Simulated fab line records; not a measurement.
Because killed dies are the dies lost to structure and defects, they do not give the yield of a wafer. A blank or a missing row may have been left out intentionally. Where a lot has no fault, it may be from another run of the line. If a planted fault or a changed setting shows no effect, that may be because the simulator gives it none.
Which tool is to blame? + flow gf180mcu + 6 lots with 18 wafers sampled at 3 steps, on a route of 602 steps

WHAT THE GAUGES READ, wafer by wafer
GF_TOP_METAL_OVL_MEAS_15.
| lot  | measured     | on         | TOP_METAL_OVL (nm) |
|------|--------------|------------|--------------------|
| L907 | day 28 14:46 | overlay-02 | -1.3 -0.8 0.1      |
| L909 | day 29 07:32 | overlay-02 | 0.0 0.8 -0.5       |
| L912 | day 30 07:52 | overlay-01 | -0.1 0.1 0.3       |
| L915 | day 31 09:43 | overlay-01 | 1.5 1.7 0.5        |
| L919 | day 32 01:21 | overlay-01 | -0.6 1.1 1.9       |
| L921 | day 32 13:00 | overlay-01 | 0.4 -2.7 0.1       |

EACH LOT AND THE TOOL THAT RAN IT (in order: tool; ch and the chambers of the sampled wafers; start)
| lot  | GF_STI_ETCH_13                    | GF_V5_CVD_02                    |
|------|-----------------------------------|---------------------------------|
| L907 | rie diel-02 ch 0,2, day 2 11:05   | pecvd-03 ch 0,1, day 26 20:17   |
| L909 | rie diel-01 ch 1,2,3, day 2 21:56 | pecvd-01 ch 1,2, day 27 14:05   |
| L912 | rie diel-01 ch 1,2,3, day 3 13:53 | pecvd-03 ch 0,1,2, day 28 16:16 |
| L915 | rie diel-01 ch 1,2,3, day 4 09:38 | pecvd-02 ch 0,1,2, day 29 20:50 |
| L919 | rie diel-03 ch 0,1, day 5 02:21   | pecvd-01 ch 0,2, day 30 12:22   |
| L921 | rie diel-01 ch 1,2,3, day 5 11:47 | pecvd-03 ch 0,2, day 31 00:52   |
- GF_STI_ETCH_13: etches the open film in CHF3/O2, stops on Si, target depth 282.31 nm, time 112.9 s.
- GF_V5_CVD_02: deposits SiO2 from TEOS, target thk 1450 nm, time 163.28 s.

THE ANSWER, worked out from the rows above alone
Rule: usual is defined by the lots themselves. The widest of any qualifying gaps counts: lots, ordered by their means at a reading, are off when they make up no more than a third of the lots, leave a main group of 4 or more, and stand apart from it by 3 or more times the standard deviation of that group's means. Not used: any main group whose means are identical at the precision the tables above print for the reading. Also off: a lot with no number at a reading for which 4 or more lots have one. The other lots that the step has rows for count as sound.
Across all readings shown, no lot is off: no conclusion can be drawn from this.

WHAT THE SIMULATOR HAD PUT IN
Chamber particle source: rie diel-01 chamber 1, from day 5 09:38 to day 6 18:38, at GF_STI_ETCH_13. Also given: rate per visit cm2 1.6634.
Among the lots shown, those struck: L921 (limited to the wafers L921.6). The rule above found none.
